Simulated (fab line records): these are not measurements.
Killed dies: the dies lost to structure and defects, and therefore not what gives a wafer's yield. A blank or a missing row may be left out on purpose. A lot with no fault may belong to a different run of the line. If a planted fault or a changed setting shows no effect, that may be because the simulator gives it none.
Struck lot and sound lot, side by side -- flow sky130 -- 15 out of 708 route steps
Sound: the wafers L945.1, L945.2, L945.5. The struck wafers were L940.1, L940.2, L940.6. Last of all comes the cause.
Order at every step that has rows: each side's tool, ch and its chambers, its first start. Under that, the readings that differ: sound wafers -- struck wafers -- difference of the means -- sigmas: that difference in standard deviations of wafers without a fault.
alike: readings whose means differ by less than 2 such deviations, and words and numbers that are the same on both sides. not compared: withheld readings, readings that some wafer has no value for, bounds like >300 that may hide the same value, and numbers for which the record gives no deviation and whose values overlap.
A row with sigmas, a row that says differs or no value, or rows on one side alone: a step with any of these is where the two part. Numbers that don't overlap but have no deviation are shown without sigmas and don't part them. A reading that every wafer of one side lacks parts them only if that side has two wafers or more.

SKY_CONTACT_CMP_27: polishes, stops on SiO2, t overpolish 15 s, target thk 0 nm.
  sound on cmp-01 ch 1,3, day 36 04:14; struck on cmp-02 ch 1,2,3, day 34 17:40
  alike: motorCurrentA, overpolishRunS, timeToEndpointS
then, 1 step without rows for these wafers: SKY_METAL1_SPUTTER_00 (material Ti, target thk 15 nm, time 10 s).
SKY_METAL1_SPUTTER_01: material TiN, target thk 20 nm, time 16.7 s.
  sound: pvdSputter-02 at day 36 04:34; struck: pvdSputter-04 at day 34 17:56
  alike: throttleValvePct
SKY_METAL1_SPUTTER_02: material AlCu, target thk 250 nm, time 13.3 s.
  sound: pvdSputter-02 at day 36 04:35; struck: pvdSputter-04 at day 34 17:57
  alike: throttleValvePct
then, 1 step without rows for these wafers: SKY_METAL1_SPUTTER_03 (material Ti, target thk 5 nm, time 3.3 s).
SKY_METAL1_SPUTTER_04: material TiN, target thk 70 nm, time 58.3 s.
  sound: pvdSputter-02 at day 36 04:38; struck: pvdSputter-04 at day 34 18:00
  alike: throttleValvePct
SKY_METAL1_RS_MEAS_05: measurement is done with a four-point probe.
  sound: filmMetro-01 at day 36 04:41; struck: filmMetro-02 at day 34 18:03
  alike: METAL1_ALCU_RS
SKY_METAL1_THK_MEAS_06: measures by xrf.
  sound: filmMetro-01 at day 36 04:49; struck: filmMetro-02 at day 34 18:10
  alike: METAL1_ALCU_THK
SKY_METAL1_DEHYDRATE_07: time 62.18 s.
  sound on lithoTrack-04 ch 0, day 36 16:38; struck on lithoTrack-02 ch 0, day 35 06:14
  alike: plateSensorTCentreC, plateSensorTEdgeC
then, 3 steps without rows for these wafers: SKY_METAL1_HMDS_08 (prime time 60 s); SKY_METAL1_COAT_09 (resist thk 60 nm); SKY_METAL1_COAT_10 (resist thk 450 nm).
SKY_METAL1_SOFTBAKE_11: time 90 s.
  sound on lithoTrack-04 ch 0, day 36 17:00; struck on lithoTrack-02 ch 0, day 35 06:00
reading,sound,struck,difference,sigmas
heaterPowerTotalW (W),57.49 57.52 57.25,56.25 56.30 56.26,-1.15,-10
plateTempC (C),99.87 99.93 99.87,98.52 98.58 98.57,-1.33,-10
then, 1 step without rows for these wafers: SKY_METAL1_EXPOSE_12 (exposes mask MM1, target cd 140 nm).
-- the record jumps here: 13 days lie between the struck wafers' starts before and after (it left off in module METAL1 and takes up again in module PAD_OPEN, whose first step shown is number 708 of the route) --
SKY_PAD_OPEN_PROBE_99:
  sound: prober-02 at day 49 06:13; struck: prober-01 at day 48 03:19
  alike: killed_at_M0_to_M3, killed_at_M4_up, killedAtContacts, killedAtFrontEnd, killedAtOther, killedDies, killedOpen, killedShort

== WHERE THEY PART ==
Only at SKY_METAL1_SOFTBAKE_11, as far as this record shows. Later steps at which nothing parts them and some readings are alike: SKY_PAD_OPEN_PROBE_99.

WHY: what had been put in by the simulator
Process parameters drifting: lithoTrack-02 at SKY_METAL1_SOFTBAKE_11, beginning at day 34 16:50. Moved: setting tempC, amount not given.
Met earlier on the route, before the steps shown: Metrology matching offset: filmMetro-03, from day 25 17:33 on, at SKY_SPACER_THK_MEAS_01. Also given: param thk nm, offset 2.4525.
